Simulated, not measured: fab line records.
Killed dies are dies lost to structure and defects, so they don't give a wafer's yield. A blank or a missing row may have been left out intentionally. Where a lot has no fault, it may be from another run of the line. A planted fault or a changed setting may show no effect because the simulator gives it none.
8D (eight disciplines) problem report, filled in by code / flow gf180mcu / the parts of the form that need people (team, actions taken, sign-off) are left out

## 1. PROBLEM STATEMENT
A mean of 4.677 Pa is read at GF_V4_SPUTTER_21 for chamberPressurePa, taken on 1 wafer of 1 lot, against 4.999 Pa (standard deviation 0.011) on wafers free of any fault. Relative to the usual mean, that is a shift of -29 standard deviations.
The step: material Ti, target thk 15 nm, time 80.02 s.
Earliest sighting: wafer L549.3 on pvdSputter-04 at day 28 15:23. At this step, 39 wafers from 13 lots have a number in the record. The rule behind "out" and "out of limits": a value lying over 4 standard deviations away from the usual mean. The other wafers with a number count as sound.

## 2. WHAT THIS IS AND IS NOT
question=which readings at this step | is=chamberPressurePa | is not=cathodeDcPowerW, throttleValvePct
question=which lots | is=L549 | is not=L537, L539, L540, L541, L542, L543, L554, L555, L556, L557, L558, L560
question=which wafers of those lots | is=L549.3 | is not=L549.1, L549.4
question=read on which tools | is=pvdSputter-04 | is not=pvdSputter-01, pvdSputter-03
question=when | is=from day 28 15:23 | is not=up to then (20 sound wafers); but 18 sound wafers of L554, L555, L556, L557, L558, L560 came after

## 3. THE SUSPECTS, EACH WITH WHAT RULES IT OUT
Counting: any tool at a process step up to the reading remains a suspect provided it ran every lot that is out. Sound lots after the first of them don't rule it out here, since some wafers of a struck lot are sound.
- rieDiel-01 at GF_V4_ETCH_17 (etches SiO2 in C4F8/O2/Ar, stops on TiN, target depth 630 nm): kept. The lot that is out, L549, ran on it at day 28 14:49; the last sound lot it ran before that was L542, at day 26 15:34. With no start given for some of its lots, GF_V4_ETCH_17 uses the hours and lot order of GF_V4_STRIP_18.
- plasmaAsher-04 at GF_V4_STRIP_18 (strips in O2/N2): kept. It ran the lot that is out, L549 (day 28 14:49).
- pvdSputter-04 at GF_V4_SPUTTER_21 (material Ti, target thk 15 nm, time 80.02 s): kept. The lot that is out, L549, ran on it at day 28 15:23; the last sound lot it ran before that was L542, at day 26 16:06. Its own readings are out on those wafers: chamberPressurePa.
- In rieDiel-01 at GF_V4_ETCH_17, the wafers that are out were processed in chamber 0 and their sound lot-mates in chambers 2, 3.
rieDiel-01 at GF_V4_ETCH_17, plasmaAsher-04 at GF_V4_STRIP_18 and pvdSputter-04 at GF_V4_SPUTTER_21 are what is left after counting.

## 4. THE CAUSE (what the simulator had put in)
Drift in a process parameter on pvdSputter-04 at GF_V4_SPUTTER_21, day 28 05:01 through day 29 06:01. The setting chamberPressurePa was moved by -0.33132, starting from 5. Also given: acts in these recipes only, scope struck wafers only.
3 suspects survive the count, and this tool is in that group.

## 5. THE CHAIN OF EFFECTS, in route order
Rows list readings where the struck wafers' mean (over those with a number) sits beyond 3 standard deviations from the usual. Only readings whose record carries a usual standard deviation are examined. hours: median over the lots of the time between each lot's start at the first step of this table that gives one and its start at this step. sigmas: the change, counted in usual standard deviations.
hours=0; step=GF_V4_SPUTTER_21; reading=chamberPressurePa; usual=4.999 Pa; on struck wafers=4.677; change=-0.322; sigmas=-29
The process steps in it:
- GF_V4_SPUTTER_21: material Ti, target thk 15 nm, time 80.02 s.

## 6. HOW IT WOULD HAVE BEEN CAUGHT EARLIER
First out-of-limits reading in this record: day 28 15:23, which is 10 hours after fault onset at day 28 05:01.
